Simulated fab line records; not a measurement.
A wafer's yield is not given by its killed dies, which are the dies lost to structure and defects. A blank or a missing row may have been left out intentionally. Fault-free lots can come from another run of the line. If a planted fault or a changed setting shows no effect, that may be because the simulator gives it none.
What tool caused it? :: flow sky130 :: 39 wafers from 13 lots sampled at 6 of the route's 708 steps

## WHAT EACH GAUGE READ, for each wafer
SKY_FIELD_ISO_THK_MEAS_25.
lot: L613
measured: day 2 08:43
on: film-metro-02
FIELD_ISO_CVD_24_THK (nm): 594 597 588

lot: L615
measured: day 2 17:40
on: film-metro-02
FIELD_ISO_CVD_24_THK (nm): 595 586 600

lot: L616
measured: day 3 01:29
on: film-metro-04
FIELD_ISO_CVD_24_THK (nm): 591 608 587

lot: L619
measured: day 3 16:07
on: film-metro-01
FIELD_ISO_CVD_24_THK (nm): 588 609 591

lot: L621
measured: day 3 23:37
on: film-metro-04
FIELD_ISO_CVD_24_THK (nm): 584 597 585

lot: L622
measured: day 4 08:55
on: film-metro-02
FIELD_ISO_CVD_24_THK (nm): 597 593 610

lot: L628
measured: day 5 16:13
on: film-metro-01
FIELD_ISO_CVD_24_THK (nm): 601 599 590

lot: L629
measured: day 5 17:55
on: film-metro-02
FIELD_ISO_CVD_24_THK (nm): 607 595 610

lot: L630
measured: day 6 00:49
on: film-metro-02
FIELD_ISO_CVD_24_THK (nm): 571 583 586

lot: L632
measured: day 6 13:14
on: film-metro-01
FIELD_ISO_CVD_24_THK (nm): 590 596 579

lot: L633
measured: day 6 17:58
on: film-metro-01
FIELD_ISO_CVD_24_THK (nm): 611 607 588

lot: L634
measured: day 6 23:32
on: film-metro-01
FIELD_ISO_CVD_24_THK (nm): 590 598 602

lot: L636
measured: day 7 06:36
on: film-metro-04
FIELD_ISO_CVD_24_THK (nm): 606 592 586

SKY_PWDE_OVL_MEAS_07.
lot: L613
measured: day 3 20:35
on: overlay-02
PWDE_OVL (nm): 0.3 0.0 -0.2

lot: L615
measured: day 4 07:37
on: overlay-01
PWDE_OVL (nm): -2.0 -2.3 -1.0

lot: L616
measured: day 4 14:59
on: overlay-01
PWDE_OVL (nm): -1.5 -0.7 -0.2

lot: L619
measured: day 5 08:02
on: overlay-02
PWDE_OVL (nm): 0.3 2.5 1.2

lot: L621
measured: day 5 14:28
on: overlay-02
PWDE_OVL (nm): -0.4 0.1 0.1

lot: L622
measured: day 6 02:28
on: overlay-02
PWDE_OVL (nm): 0.6 0.9 0.0

lot: L628
measured: day 7 14:49
on: overlay-02
PWDE_OVL (nm): 0.3 0.6 -0.5

lot: L629
measured: day 7 15:14
on: overlay-01
PWDE_OVL (nm): 0.3 -0.3 0.6

lot: L630
measured: day 7 21:38
on: overlay-01
PWDE_OVL (nm): 0.3 0.1 1.7

lot: L632
measured: day 8 10:18
on: overlay-02
PWDE_OVL (nm): 2.0 0.2 1.6

lot: L633
measured: day 8 14:53
on: overlay-01
PWDE_OVL (nm): -2.5 -1.5 -1.6

lot: L634
measured: day 8 21:26
on: overlay-01
PWDE_OVL (nm): -1.1 -1.5 -1.0

lot: L636
measured: day 9 03:53
on: overlay-02
PWDE_OVL (nm): 0.8 0.2 1.1

SKY_NWELL_OVL_MEAS_10.
lot: L613
measured: day 4 14:34
on: overlay-01
NWELL_00_OVL (nm): -1.7 -2.2 -2.1

lot: L615
measured: day 5 01:11
on: overlay-02
NWELL_00_OVL (nm): 1.0 -0.5 -0.4

lot: L616
measured: day 5 08:56
on: overlay-01
NWELL_00_OVL (nm): -0.3 -2.2 -0.6

lot: L619
measured: day 6 02:26
on: overlay-01
NWELL_00_OVL (nm): - - -

lot: L621
measured: day 6 08:53
on: overlay-01
NWELL_00_OVL (nm): -1.4 -2.0 -1.2

lot: L622
measured: day 6 22:25
on: overlay-01
NWELL_00_OVL (nm): 2.1 1.5 -0.1

lot: L628
measured: day 8 11:47
on: overlay-02
NWELL_00_OVL (nm): 2.6 0.5 2.1

lot: L629
measured: day 8 12:37
on: overlay-02
NWELL_00_OVL (nm): 2.1 3.0 2.5

lot: L630
measured: day 8 17:22
on: overlay-01
NWELL_00_OVL (nm): 0.9 0.4 0.6

lot: L632
measured: day 9 05:39
on: overlay-01
NWELL_00_OVL (nm): 1.7 2.2 1.2

lot: L633
measured: day 9 12:29
on: overlay-02
NWELL_00_OVL (nm): 4.2 4.9 3.9

lot: L634
measured: day 9 19:08
on: overlay-02
NWELL_00_OVL (nm): 2.1 3.6 3.4

lot: L636
measured: day 10 03:08
on: overlay-02
NWELL_00_OVL (nm): 3.5 1.8 2.7

SKY_NWELL_TW_MEAS_15.
lot: L613
measured: day 4 15:09
on: film-metro-01
NWELL_TW: 1819 1824 1822

lot: L615
measured: day 5 01:46
on: film-metro-01
NWELL_TW: 1811 1813 1817

lot: L616
measured: day 5 09:31
on: film-metro-01
NWELL_TW: 1808 1810 1795

lot: L619
measured: day 6 03:01
on: film-metro-02
NWELL_TW: 30 30 30

lot: L621
measured: day 6 09:28
on: film-metro-03
NWELL_TW: 1808 1814 1816

lot: L622
measured: day 6 23:00
on: film-metro-01
NWELL_TW: 1825 1815 1807

lot: L628
measured: day 8 12:22
on: film-metro-03
NWELL_TW: 1800 1805 1812

lot: L629
measured: day 8 13:13
on: film-metro-02
NWELL_TW: 1840 1828 1818

lot: L630
measured: day 8 17:57
on: film-metro-03
NWELL_TW: 1804 1802 1804

lot: L632
measured: day 9 06:15
on: film-metro-02
NWELL_TW: 1825 1833 1827

lot: L633
measured: day 9 13:05
on: film-metro-03
NWELL_TW: 1801 1811 1812

lot: L634
measured: day 9 19:43
on: film-metro-02
NWELL_TW: 1844 1834 1826

lot: L636
measured: day 10 03:43
on: film-metro-02
NWELL_TW: 1812 1803 1817

SKY_NWELL_OVL_MEAS_23.
lot: L613
measured: day 5 08:34
on: overlay-01
NWELL_01_OVL (nm): 0.7 0.1 0.2

lot: L615
measured: day 5 19:41
on: overlay-02
NWELL_01_OVL (nm): 1.3 2.5 1.9

lot: L616
measured: day 6 03:28
on: overlay-01
NWELL_01_OVL (nm): 0.5 -1.2 1.7

lot: L619
measured: day 6 22:35
on: overlay-02
NWELL_01_OVL (nm): 2.3 1.3 2.1

lot: L621
measured: day 7 05:22
on: overlay-01
NWELL_01_OVL (nm): -0.9 -0.8 -0.6

lot: L622
measured: day 7 18:50
on: overlay-02
NWELL_01_OVL (nm): 0.0 1.5 1.5

lot: L628
measured: day 9 07:53
on: overlay-01
NWELL_01_OVL (nm): 1.4 0.3 2.2

lot: L629
measured: day 9 09:44
on: overlay-02
NWELL_01_OVL (nm): -1.3 -2.2 -1.1

lot: L630
measured: day 9 15:47
on: overlay-02
NWELL_01_OVL (nm): 0.9 1.0 2.0

lot: L632
measured: day 10 05:03
on: overlay-01
NWELL_01_OVL (nm): 1.5 1.8 2.4

lot: L633
measured: day 10 10:41
on: overlay-02
NWELL_01_OVL (nm): 1.3 0.9 0.0

lot: L634
measured: day 10 18:35
on: overlay-01
NWELL_01_OVL (nm): 0.7 0.2 0.1

lot: L636
measured: day 11 03:01
on: overlay-02
NWELL_01_OVL (nm): 0.0 -0.4 -1.3

## WHAT TOOL EACH LOT RAN ON (gives the tool, then ch and the chambers of the sampled wafers, and finally the start)
lot: L613
SKY_NWELL_EXPOSE_07: iline-stepper-02 ch 0, day 4 06:16

lot: L615
SKY_NWELL_EXPOSE_07: iline-stepper-01 ch 0, day 4 16:14

lot: L616
SKY_NWELL_EXPOSE_07: iline-stepper-01 ch 0, day 5 00:47

lot: L619
SKY_NWELL_EXPOSE_07: iline-stepper-02 ch 0, day 5 17:55

lot: L621
SKY_NWELL_EXPOSE_07: iline-stepper-02 ch 0, day 5 23:44

lot: L622
SKY_NWELL_EXPOSE_07: iline-stepper-01 ch 0, day 6 12:40

lot: L628
SKY_NWELL_EXPOSE_07: iline-stepper-01 ch 0, day 8 01:17

lot: L629
SKY_NWELL_EXPOSE_07: iline-stepper-02 ch 0, day 8 02:08

lot: L630
SKY_NWELL_EXPOSE_07: iline-stepper-02 ch 0, day 8 08:11

lot: L632
SKY_NWELL_EXPOSE_07: iline-stepper-02 ch 0, day 8 20:29

lot: L633
SKY_NWELL_EXPOSE_07: iline-stepper-02 ch 0, day 9 01:14

lot: L634
SKY_NWELL_EXPOSE_07: iline-stepper-01 ch 0, day 9 07:27

lot: L636
SKY_NWELL_EXPOSE_07: iline-stepper-01 ch 0, day 9 16:05
- SKY_NWELL_EXPOSE_07: exposes mask NWM, target cd 840 nm.

## WHAT THE TOOLS THEMSELVES READ (means of the sampled wafers that have a number; where no wafer has one, the mark that the record gives instead)
The record holds no such reading with a usual standard deviation.

## THE ANSWER, worked out from the rows above alone
Rule: usual is defined by the lots themselves. Put in order of their means at a reading, lots are off if they are a third of the lots or fewer, leave a main group of 4 or more, and stand apart from it by a gap of 3 or more times the standard deviation of the main group's means; of several such gaps the widest counts. If all means in a main group match to the digits the tables above print for the reading, that group is not used. Also off: a lot with no number at a reading for which 4 or more lots have one. Any other lot the step has rows for is counted as sound. After the gauges, taken in route order, come the tools' own readings; for these a lot's mean is taken, as printed above. At the first step where some lot is off, the reading lying furthest off is the one used; lots without a number count as furthest.
Off: L619, seen at SKY_NWELL_OVL_MEAS_10 (NWELL_00_OVL). Without a number there: L619. Mean 1.1 nm and standard deviation 1.9 in the main group.
If a tool, at a process step before that reading, ran all the lots that are off and no sound lot after the first of them, it fits. The gauges at SKY_NWELL_OVL_MEAS_10 aren't tried: what is off there is off at SKY_NWELL_TW_MEAS_15 too, on other tools, and a gauge's error can't cause that. Of those tried, none fits.

## WHAT WAS PUT IN BY THE SIMULATOR
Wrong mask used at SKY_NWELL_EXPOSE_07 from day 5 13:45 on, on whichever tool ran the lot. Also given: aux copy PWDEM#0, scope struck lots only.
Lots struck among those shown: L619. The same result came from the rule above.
